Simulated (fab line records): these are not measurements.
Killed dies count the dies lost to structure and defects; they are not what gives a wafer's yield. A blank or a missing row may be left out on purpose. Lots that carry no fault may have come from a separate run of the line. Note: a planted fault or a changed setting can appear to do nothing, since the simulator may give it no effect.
2 desks looking at one fault    flow gf180mcu    what lay behind the numbers comes last; until then each desk has only its own

## TOOL OWNER'S DESK, plasma asher-03
The tool's own readings at GF_HV_LDD_STRIP_22 (strips in O2/N2): means of the sampled wafers that have a number, for each lot that ran on this tool. If a lot's mean is further than 4 standard deviations from the usual mean, the lot is out of limits and carries the mark OUT (the distance appears in the brackets).
Columns: A = drypump motor current A at GF_HV_LDD_STRIP_22, usual 5.9 A; B = heater power w at GF_HV_LDD_STRIP_22, usual 342 W; C = o2 flow sccm at GF_HV_LDD_STRIP_22, usual 3000 sccm; D = oes product au at GF_HV_LDD_STRIP_22, usual 0.716 a.u.; E = strip time to endpoint s at GF_HV_LDD_STRIP_22, usual 12.63 s
lot   first seen here  A    B    C     D      E
L888  day 12 07:52     5.4  337  3000  0.715  12.65
L891  day 13 10:01     5.6  360  3002  0.715  12.61
L895  day 14 16:16     5.4  335  2997  0.717  12.65
L906  day 18 03:04     5.4  336  2999  0.717  12.60
Result from this desk: across the 4 lots, nothing is out of limits.

## AT THE METROLOGY DESK
Means of the sampled wafers that have a number, per lot and without regard to the tool the lot ran on: this is what the gauges read. If a lot's mean is further than 4 standard deviations from the usual mean, the lot is out of limits and carries the mark OUT (the distance appears in the brackets).
Columns: A = PASSIVATION_CVD_02_THK at GF_PASSIVATION_THK_MEAS_03, usual 702 nm
lot   first seen here  A
L883  day 28 02:08     704
L884  day 28 11:13     704
L885  day 28 21:47     705
L888  day 29 15:10     706
L889  day 30 00:56     691
L891  day 30 20:40     699
L893  day 31 09:28     709
L895  day 31 20:37     708
L898  day 32 19:07     694
L900  day 32 22:46     705
L903  day 33 19:10     699
L905  day 34 02:49     694
L906  day 34 07:29     690
Result from this desk: across the 13 lots, nothing is out of limits.

## PUT TOGETHER
The desk of the tool owner found nothing out of limits.
At the metrology desk, nothing out of limits was observed.

## WHAT WAS PUT IN BY THE SIMULATOR
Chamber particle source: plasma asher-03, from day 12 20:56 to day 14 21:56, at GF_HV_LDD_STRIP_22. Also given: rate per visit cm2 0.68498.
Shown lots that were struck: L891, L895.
